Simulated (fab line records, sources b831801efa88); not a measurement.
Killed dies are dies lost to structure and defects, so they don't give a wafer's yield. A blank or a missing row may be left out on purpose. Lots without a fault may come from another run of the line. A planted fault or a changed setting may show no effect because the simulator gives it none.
One fault seen from 2 desks | flow sky130 | each desk has only its own numbers; what lay behind them comes last

THE METROLOGY DESK
What the gauges read, lot by lot, whatever tool the lot ran on: means of the sampled wafers that have a number. A lot is out of limits, marked OUT, if its mean lies more than 4 standard deviations from the usual mean; the brackets give that distance.
Columns: A = FIELD_ISO_OXIDATION_01_THK at SKY_FIELD_ISO_THK_MEAS_23, usual 9.97 nm; B = FIELD_ISO_CVD_24_THK at SKY_FIELD_ISO_THK_MEAS_25, usual 594 nm; C = NWELL_OXIDATION_THK at SKY_NWELL_THK_MEAS_02, usual 9.96 nm; D = DNWELL_TW at SKY_DNWELL_TW_MEAS_09, usual 1121; E = PWDE_OVL at SKY_PWDE_OVL_MEAS_07, usual 0.2 nm; F = PWDE_TW at SKY_PWDE_TW_MEAS_10, usual 376.1
lot  | first seen here | A     | B   | C     | D    | E    | F
L752 | day 2 11:13     | 10.02 | 589 | 9.79  | 1110 | 0.8  | 376.8
L756 | day 3 04:50     | 9.99  | 593 | 9.81  | 1119 | 2.5  | 375.8
L758 | day 3 15:17     | 10.05 | 593 | 9.94  | 1127 | 0.3  | 375.8
L759 | day 3 17:23     | 10.00 | 591 | 10.21 | 1111 | -1.1 | 376.1
L765 | day 5 05:59     | 9.85  | 589 | 9.92  | 1133 | 1.8  | 372.2
L768 | day 5 20:37     | 9.95  | 595 | 10.26 | 1118 | 1.3  | 376.1
L769 | day 5 23:47     | 9.97  | 593 | 10.14 | 1127 | 0.6  | 373.5
This desk's finding: nothing out of limits on any of the 7 lots.

THE TOOL OWNER'S DESK: furnace-02
The tool's own readings at SKY_FIELD_ISO_ANNEAL_26 (time 1800 s): means of the sampled wafers that have a number, for each lot that ran on this tool. A lot is out of limits, marked OUT, if its mean lies more than 4 standard deviations from the usual mean; the brackets give that distance.
Columns: A = spike_tc_centre_C at SKY_FIELD_ISO_ANNEAL_26, usual 999.8 C; B = zone_power_top_pct at SKY_FIELD_ISO_ANNEAL_26, usual 37 %; C = zone_power_upper_pct at SKY_FIELD_ISO_ANNEAL_26, usual 21.4 %
lot  | first seen here | A      | B  | C
L758 | day 3 15:28     | 999.5  | 41 | 22.1
L765 | day 5 06:56     | 1000.2 | 41 | 22.5
L768 | day 5 20:49     | 999.4  | 41 | 22.4
L769 | day 6 00:28     | 998.4  | 41 | 22.4
This desk's finding: nothing out of limits on any of the 4 lots.

PUT TOGETHER
The metrology desk saw nothing out of limits.
The tool owner's desk saw nothing out of limits.

WHAT THE SIMULATOR HAD PUT IN
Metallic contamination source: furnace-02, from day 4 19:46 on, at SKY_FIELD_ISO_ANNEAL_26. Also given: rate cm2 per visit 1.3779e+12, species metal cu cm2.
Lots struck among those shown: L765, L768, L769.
